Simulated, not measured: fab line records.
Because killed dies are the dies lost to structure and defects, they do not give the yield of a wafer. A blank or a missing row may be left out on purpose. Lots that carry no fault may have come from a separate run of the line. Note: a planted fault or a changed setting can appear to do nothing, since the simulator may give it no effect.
What tool caused it? + flow sky130 + Sampling: 10 lots, 30 wafers, 4 of 708 route steps

## WHAT THE GAUGES READ, wafer by wafer
SKY_METAL2_RS_MEAS_05: measures by four-point-probe. Usual: METAL2_ALCU_RS 0.1265 ohm/sq, standard deviation 0.0017.
| lot  | measured     | on            | METAL2_ALCU_RS (ohm/sq) | flag |
|------|--------------|---------------|-------------------------|------|
| L278 | day 34 12:22 | film metro-02 | 0.1270 0.1243 0.1267    |      |
| L281 | day 35 08:59 | film metro-03 | 0.1282 0.1246 0.1273    |      |
| L284 | day 36 19:40 | film metro-04 | 0.1277 0.1253 0.1268    |      |
| L286 | day 37 03:41 | film metro-04 | 0.1269 0.1253 0.1275    |      |
| L287 | day 37 08:36 | film metro-02 | 0.1281 0.1263 0.1267    |      |
| L289 | day 38 01:19 | film metro-03 | 0.1254 0.1263 0.1266    |      |
| L290 | day 38 10:15 | film metro-02 | 0.1273 0.1277 0.1284    |      |
| L291 | day 38 14:24 | film metro-02 | 0.1304 0.1304 0.1299    |      |
| L292 | day 39 05:32 | film metro-04 | 0.1255 0.1248 0.1264    |      |
| L295 | day 39 16:43 | film metro-02 | 0.1249 0.1262 0.1247    |      |

SKY_VIA2_BOW_MEAS_03. Usual: VIA2_BOW 85 um, standard deviation 7.1.
| lot  | measured     | on            | VIA2_BOW (um)  | flag |
|------|--------------|---------------|----------------|------|
| L278 | day 35 16:07 | film metro-02 | 79 89 87       |      |
| L281 | day 36 12:22 | film metro-02 | 87 77 81       |      |
| L284 | day 37 23:04 | film metro-02 | 85 97 93       |      |
| L286 | day 38 07:11 | film metro-04 | 93 93 85       |      |
| L287 | day 38 11:55 | film metro-04 | 100 75 79      |      |
| L289 | day 39 03:59 | film metro-02 | 100 90 86      |      |
| L290 | day 39 12:31 | film metro-02 | 80 77 86       |      |
| L291 | day 39 16:09 | film metro-04 | 82 91 78 - - - |      |
| L292 | day 40 07:51 | film metro-02 | 82 82 82       |      |
| L295 | day 40 18:56 | film metro-02 | 87 84 64       |      |

## TOOL THAT RAN EACH LOT (tool first, then ch and the chambers of the sampled wafers, then the start)
| lot  | SKY_METAL2_ETCH_18                | SKY_VIA2_CMP_02               |
|------|-----------------------------------|-------------------------------|
| L278 | rie metal-02 ch 0, day 35 14:53   | cmp-01 ch 1,2,3, day 35 15:52 |
| L281 | rie metal-03 ch 0,1, day 36 11:08 | cmp-02 ch 1,2,3, day 36 12:04 |
| L284 | rie metal-02 ch 0,1, day 37 21:50 | cmp-02 ch 0,2, day 37 22:49   |
| L286 | rie metal-04 ch 0,1, day 38 05:56 | cmp-01 ch 0,3, day 38 06:52   |
| L287 | rie metal-04 ch 0,1, day 38 10:35 | cmp-02 ch 2,3, day 38 11:37   |
| L289 | rie metal-04 ch 1, day 39 02:44   | cmp-01 ch 1,2,3, day 39 03:43 |
| L290 | rie metal-04 ch 0,1, day 39 11:12 | cmp-01 ch 0,3, day 39 12:09   |
| L291 | rie metal-04 ch 0,1, day 39 14:52 | cmp-01 ch 0,1,3, day 39 15:51 |
| L292 | rie metal-02 ch 0,1, day 40 06:36 | cmp-02 ch 1,3, day 40 07:34   |
| L295 | rie metal-03 ch 0,1, day 40 17:36 | cmp-02 ch 2,3, day 40 18:38   |
- SKY_METAL2_ETCH_18: etches BARC in N2/H2, stops on SiO2, time 45.9 s, target depth 60 nm.
- SKY_VIA2_CMP_02: polishes SiO2.

## WHAT THE TOOLS THEMSELVES READ (means of the sampled wafers that have a number; where no wafer has one, the mark that the record gives instead)
SKY_METAL2_ETCH_18. Usual: drypump motor current A 5.9 A, standard deviation 0.49; h2 flow sccm 199.9 sccm, standard deviation 0.61; oes product au 0.855 a.u., standard deviation 0.0046; throttle valve pct 13.225 %, standard deviation 0.0091.
| lot  | tool         | drypump motor current A (A) | h2 flow sccm (sccm) | oes product au (a.u.) | throttle valve pct (%) | flag |
|------|--------------|-----------------------------|---------------------|-----------------------|------------------------|------|
| L278 | rie metal-02 | 5.8                         | 199.5               | 0.849                 | 13.223                 |      |
| L281 | rie metal-03 | 5.6                         | 200.1               | 0.857                 | 13.212                 |      |
| L284 | rie metal-02 | 5.8                         | 199.9               | 0.853                 | 13.216                 |      |
| L286 | rie metal-04 | 6.1                         | 200.3               | 0.857                 | 13.235                 |      |
| L287 | rie metal-04 | 6.4                         | 199.4               | 0.854                 | 13.226                 |      |
| L289 | rie metal-04 | 5.6                         | 200.4               | 0.859                 | 13.224                 |      |
| L290 | rie metal-04 | 6.0                         | 200.3               | 0.851                 | 13.224                 |      |
| L291 | rie metal-04 | 6.0                         | 199.9               | 0.855                 | 13.232                 |      |
| L292 | rie metal-02 | 5.6                         | 200.1               | 0.856                 | 13.219                 |      |
| L295 | rie metal-03 | 5.6                         | 200.2               | 0.857                 | 13.228                 |      |

SKY_VIA2_CMP_02. Usual: motor current A at 12.6 A, with a standard deviation of 0.81.
| lot  | tool   | motor current A (A) | flag |
|------|--------|---------------------|------|
| L278 | cmp-01 | 13.0                |      |
| L281 | cmp-02 | 12.0                |      |
| L284 | cmp-02 | 12.1                |      |
| L286 | cmp-01 | 13.3                |      |
| L287 | cmp-02 | 12.5                |      |
| L289 | cmp-01 | 12.9                |      |
| L290 | cmp-01 | 12.8                |      |
| L291 | cmp-01 | 12.8                |      |
| L292 | cmp-02 | 12.2                |      |
| L295 | cmp-02 | 11.8                |      |

## THE ANSWER, worked out from the rows above alone
Rule: take the mean of a lot's wafers that have a number; if it is more than 3 standard deviations from the usual mean, the lot is off. A lot without any number at a reading at which 4 lots or more have one is off too. The other lots that the step has rows for count as sound. First the gauges in route order, then the tools' own readings, where a lot's mean is used as printed above. The first step at which some lot is off is used, and at that step the reading that is off furthest; a lot without a number counts as furthest.
No lot is off at any reading shown: from this, nothing can be told.

## WHAT THE SIMULATOR PUT IN
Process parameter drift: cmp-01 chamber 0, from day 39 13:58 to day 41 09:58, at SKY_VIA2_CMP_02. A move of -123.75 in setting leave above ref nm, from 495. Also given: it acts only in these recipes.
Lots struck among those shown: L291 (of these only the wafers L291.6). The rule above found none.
